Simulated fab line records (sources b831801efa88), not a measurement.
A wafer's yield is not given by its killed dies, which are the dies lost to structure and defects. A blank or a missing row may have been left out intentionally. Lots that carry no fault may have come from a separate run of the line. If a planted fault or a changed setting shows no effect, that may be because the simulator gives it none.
Struck lot and sound lot, side by side    flow sky130    14 steps out of a route of 708
Sound: wafers L389.1, L389.2, L389.5. Wafers L396.2, L396.4, L396.6 were the ones struck. The cause is given at the end.
For every step that has rows: the tool of each side, followed by ch and its chambers, followed by its first start. Under that, the readings that differ: sound wafers    struck wafers    difference of the means    sigmas: that difference in standard deviations of wafers without a fault.
alike: readings whose means differ by less than 2 such deviations, and words and numbers that are the same on both sides. not compared: withheld readings, readings that some wafer has no value for, bounds like >300 that may hide the same value, and numbers for which the record gives no deviation and whose values overlap.
A row with sigmas, a row that says differs or no value, or rows on one side alone: a step with any of these is where the two part. Numbers that have no deviation but don't overlap get no sigmas and don't part them. A reading that every wafer of one side lacks parts them only if that side has two wafers or more.

first, 3 steps without rows for these wafers: SKY_LDD_HVP_EXPOSE_04 (exposes mask HVPTM, target cd 700 nm); SKY_LDD_HVP_PEB_05; SKY_LDD_HVP_DEVELOP_06 (develop time 60 s).
SKY_LDD_HVP_OVL_MEAS_07:
  sound: overlay-02 at day 22 17:37; struck: overlay-02 at day 24 14:58
  alike: LDD_HVP_OVL
after that, 1 step had no rows for these wafers: SKY_LDD_HVP_IMPLANT_08.
SKY_LDD_HVP_STRIP_09: strips in O2/N2.
  sound on plasma_asher-02 ch 0,1, day 22 17:49; struck on plasma_asher-01 ch 0,1, day 24 15:09
  alike: drypump_motor_current_A, oes_product_au, strip_time_to_endpoint_s
  not compared: rf_hours_counter_h
SKY_LDD_HVP_TW_MEAS_10:
  sound: film_metro-04 at day 22 17:55; struck: film_metro-01 at day 24 15:16
reading     sound        struck       difference  sigmas
LDD_HVP_TW  461 460 464  452 451 451  -10         -2
then, 5 steps without rows for these wafers: SKY_LDD_LDN_DEHYDRATE_00 (time 60 s); SKY_LDD_LDN_HMDS_01 (prime time 60 s); SKY_LDD_LDN_COAT_02 (resist thk 1140 nm); SKY_LDD_LDN_SOFTBAKE_03 (time 60 s); SKY_LDD_LDN_EXPOSE_04 (exposes mask LDNTM, target cd 700 nm).
SKY_LDD_LDN_PEB_05:
  struck on litho_track-04, day 25 19:32; sound on litho_track-01 ch 0, day 23 23:06
reading          sound           struck  difference                     sigmas
exhaust_pa (Pa)  45.2 45.9 45.3  - - -   no value on the struck wafers  
  not compared: chill_plate_temp_C
then, 1 step without rows for these wafers: SKY_LDD_LDN_DEVELOP_06 (develop time 60 s).

WHERE THEY PART
At SKY_LDD_HVP_TW_MEAS_10 first; at SKY_LDD_LDN_PEB_05 last (within this record only).

WHY: what the simulator had put in
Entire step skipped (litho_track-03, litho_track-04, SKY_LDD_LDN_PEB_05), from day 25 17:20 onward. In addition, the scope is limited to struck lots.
